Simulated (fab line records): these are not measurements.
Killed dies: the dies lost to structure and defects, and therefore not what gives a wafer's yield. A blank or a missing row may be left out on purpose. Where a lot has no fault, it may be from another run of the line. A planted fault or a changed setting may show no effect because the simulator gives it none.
Problem report in the 8D (eight disciplines) form, filled by code :: flow sky130 :: the parts of the form that need people (team, actions taken, sign-off) are left out

== 1. PROBLEM STATEMENT ==
At SKY_METAL4_ETCH_16, oes_product_au averages 1.012 a.u. over 3 wafers from 3 lots, while fault-free wafers read 0.626 a.u., standard deviation 0.0049. That is +79 standard deviations from the usual mean.
The step: etches BARC in N2/H2, stops on SiO2, time 88.2 s, target depth 60 nm.
First observed at day 42 14:59: wafer L258.3, on rie_metal-02. The record holds 31 wafers of 11 lots with a number at this step. The rule behind "out" and "out of limits": a value lying over 4 standard deviations away from the usual mean. The rest of the wafers with a number are treated as sound.

== 2. WHAT THIS IS AND IS NOT ==
question: which readings at this step
is: oes_product_au, run_length_s
is not: drypump_motor_current_A

question: which lots
is: L258, L260, L261
is not: L255, L267, L270, L271, L273, L274, L276, L277

question: which wafers of those lots
is: L258.3, L260.3, L261.3
is not: L258.2, L260.2, L260.6, L261.2

question: read on which tools
is: rie_metal-02
is not: rie_metal-01, rie_metal-03

question: when
is: from day 42 14:59
is not: up to then (4 sound wafers); but 24 sound wafers of L260, L261, L267, L270, L271, L273, L274, L276, L277 came after

== 3. THE SUSPECTS, EACH WITH WHAT RULES IT OUT ==
Counting: a tool at a process step up to the reading stays a suspect if it ran every lot that is out. Sound lots after the first of them don't rule it out here, since some wafers of a struck lot are sound.
- rie_metal-02 at SKY_METAL4_ETCH_16 (etches BARC in N2/H2, stops on SiO2, time 88.2 s, target depth 60 nm): kept. It processed each lot that is out (first: L258, day 42 14:59); up to then, its last sound lot is L255 (day 42 05:55). Out on those wafers are its own readings of oes_product_au, run_length_s.
Left after counting: rie_metal-02 at SKY_METAL4_ETCH_16.

== 4. THE CAUSE (what the simulator had put in) ==
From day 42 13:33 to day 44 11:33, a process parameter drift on rie_metal-02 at SKY_METAL4_ETCH_16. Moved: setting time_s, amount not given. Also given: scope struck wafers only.
After counting, this tool was the only one left.

== 5. THE CHAIN OF EFFECTS, in route order ==
One row per reading whose mean, taken over the struck wafers that have a number, lies over 3 standard deviations from the usual. Scope: only readings with a usual standard deviation given in the record; hours: median across lots of the time from each lot's start at the first step in this table that gives one to its start at this step; sigmas: change in usual standard deviations.
hours: 0
step: SKY_METAL4_ETCH_16
reading: oes_product_au
usual: 0.626 a.u.
on struck wafers: 1.012
change: +0.386
sigmas: +79

hours: 0
step: SKY_METAL4_ETCH_16
reading: run_length_s
usual: 116.8 s
on struck wafers: 68.6
change: -48.2
sigmas: -44

hours: 0
step: SKY_METAL4_ETCH_16
reading: throttle_valve_pct
usual: 13.205 %
on struck wafers: 13.244
change: +0.039
sigmas: +4.3
It contains these process steps:
- SKY_METAL4_ETCH_16: etches BARC in N2/H2, stops on SiO2, time 88.2 s, target depth 60 nm.
Readings that are blank on the struck wafers while sound wafers have them: bias_w at SKY_METAL4_ETCH_16.

== 6. HOW IT WOULD HAVE BEEN CAUGHT EARLIER ==
In this record the first reading out of limits was taken at day 42 14:59, 1 hour after the fault began at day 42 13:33.
